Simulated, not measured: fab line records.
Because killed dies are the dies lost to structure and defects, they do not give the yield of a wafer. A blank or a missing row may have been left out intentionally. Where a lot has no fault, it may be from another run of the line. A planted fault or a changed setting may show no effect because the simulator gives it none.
The tool behind it: which one? | flow sky130 | 10 lots with 30 wafers sampled at 3 steps, on a route of 708 steps

WHAT THE GAUGES READ, wafer by wafer
SKY_METAL2_RS_MEAS_05: a four-point-probe measurement.
lot  | measured     | on            | METAL2_ALCU_RS (ohm/sq)
L779 | day 33 22:43 | film-metro-02 | 0.1281 0.1284 0.1278
L780 | day 34 07:56 | film-metro-02 | 0.1292 0.1295 0.1296
L785 | day 36 13:47 | film-metro-02 | 0.1263 0.1261 0.1248
L787 | day 37 03:40 | film-metro-02 | 0.1261 0.1256 0.1268
L786 | day 37 10:06 | film-metro-03 | 0.1254 0.1264 0.1275
L793 | day 38 16:40 | film-metro-01 | 0.1401 0.1404 0.1385
L797 | day 39 21:40 | film-metro-01 | 0.1395 0.1403 0.1390
L798 | day 40 01:55 | film-metro-02 | 0.1294 0.1298 0.1285
L799 | day 40 04:36 | film-metro-03 | 0.1276 0.1277 0.1278
L800 | day 40 12:23 | film-metro-03 | 0.1300 0.1282 0.1276

EACH LOT AND THE TOOL THAT RAN IT (in order: tool; ch and the chambers of the sampled wafers; start)
lot  | SKY_LDD_P_STRIP_10                   | SKY_METAL2_SPUTTER_02
L779 | plasma-asher-02 ch 0,1, day 18 22:39 | pvd-sputter-02, day 33 22:37
L780 | plasma-asher-02 ch 0,1, day 19 09:19 | pvd-sputter-04, day 34 07:50
L785 | plasma-asher-02 ch 0,1, day 22 03:28 | pvd-sputter-04, day 36 13:41
L787 | plasma-asher-04 ch 0,1, day 22 17:25 | pvd-sputter-02, day 37 03:35
L786 | plasma-asher-02 ch 0,1, day 22 22:49 | pvd-sputter-04, day 37 10:01
L793 | plasma-asher-04 ch 0,1, day 24 11:23 | pvd-sputter-02, day 38 16:35
L797 | plasma-asher-01 ch 0,1, day 25 20:01 | pvd-sputter-02, day 39 21:34
L798 | plasma-asher-01 ch 0,1, day 26 02:19 | pvd-sputter-01, day 40 01:47
L799 | plasma-asher-01 ch 0,1, day 26 07:00 | pvd-sputter-04, day 40 04:31
L800 | plasma-asher-04 ch 0,1, day 26 16:17 | pvd-sputter-04, day 40 12:18
- SKY_LDD_P_STRIP_10: strips in O2/N2.
- SKY_METAL2_SPUTTER_02: material AlCu, target thk 250 nm, time 13.3 s.

THE ANSWER, worked out from the rows above alone
Rule: usual is defined by the lots themselves. Put in order of their means at a reading, lots are off if they are a third of the lots or fewer, leave a main group of 4 or more, and stand apart from it by a gap of 3 or more times the standard deviation of the main group's means; of several such gaps the widest counts. If all means in a main group match to the digits the tables above print for the reading, that group is not used. Also off: a lot with no number at a reading for which 4 or more lots have one. The other lots that the step has rows for count as sound.
Off: L793, L797, at SKY_METAL2_RS_MEAS_05 (METAL2_ALCU_RS). For the main group the mean is 0.1277 ohm/sq and the standard deviation 0.0013.
A tool fits if, at a process step before that reading, it ran every lot that is off, and no sound lot after the first of them. Gauges at SKY_METAL2_RS_MEAS_05: tried the same way as those tools. Can't be told from this: 2 tools fit, pvd-sputter-02 at SKY_METAL2_SPUTTER_02, film-metro-01 at SKY_METAL2_RS_MEAS_05.

WHAT THE SIMULATOR PUT IN
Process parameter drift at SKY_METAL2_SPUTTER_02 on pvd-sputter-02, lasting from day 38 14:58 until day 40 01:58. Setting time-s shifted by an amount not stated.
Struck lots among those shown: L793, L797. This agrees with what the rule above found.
